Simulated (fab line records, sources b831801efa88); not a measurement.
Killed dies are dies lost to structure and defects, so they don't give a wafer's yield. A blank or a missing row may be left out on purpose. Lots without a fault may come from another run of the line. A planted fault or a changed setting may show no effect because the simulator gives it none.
One fault seen from 2 desks | flow sky130 | each desk has only its own numbers; what lay behind them comes last

THE TOOL OWNER'S DESK: rie_diel-04
The tool's own readings at SKY_VIA3_ETCH_14 (etches BARC in N2/H2, stops on SiO2, time 45.9 s, target depth 60 nm): means of the sampled wafers that have a number, for each lot that ran on this tool. A lot is out of limits, marked OUT, if its mean lies more than 4 standard deviations from the usual mean; the brackets give that distance.
Columns: A = drypump_motor_current_A at SKY_VIA3_ETCH_14, usual 5.8 A; B = oes_product_au at SKY_VIA3_ETCH_14, usual 0.854 a.u.; C = throttle_valve_pct at SKY_VIA3_ETCH_14, usual 13.225 %
lot  | first seen here | A   | B     | C
L979 | day 40 09:08    | 6.5 | 0.855 | 13.221
L980 | day 40 15:59    | 6.0 | 0.857 | 13.226
L989 | day 43 10:08    | 6.6 | 0.851 | 13.217
L991 | day 43 19:02    | 6.2 | 0.849 | 13.233
This desk's finding: nothing out of limits on any of the 4 lots.

THE METROLOGY DESK
What the gauges read, lot by lot, whatever tool the lot ran on: means of the sampled wafers that have a number. A lot is out of limits, marked OUT, if its mean lies more than 4 standard deviations from the usual mean; the brackets give that distance.
Columns: A = VIA4_BOW at SKY_VIA4_BOW_MEAS_03, usual 79 um
lot  | first seen here | A
L977 | day 41 11:47    | 77
L979 | day 42 12:43    | 72
L980 | day 42 18:38    | 80
L982 | day 43 09:43    | 77
L983 | day 43 15:38    | 71
L984 | day 44 05:55    | 68
L989 | day 45 09:53    | 90
L991 | day 45 17:58    | 77
L995 | day 46 18:31    | 73
L996 | day 47 00:01    | 96
L997 | day 47 02:56    | 83
L100 | day 47 19:33    | 80
This desk's finding: nothing out of limits on any of the 12 lots.

PUT TOGETHER
The tool owner's desk saw nothing out of limits.
The metrology desk saw nothing out of limits.

WHAT THE SIMULATOR HAD PUT IN
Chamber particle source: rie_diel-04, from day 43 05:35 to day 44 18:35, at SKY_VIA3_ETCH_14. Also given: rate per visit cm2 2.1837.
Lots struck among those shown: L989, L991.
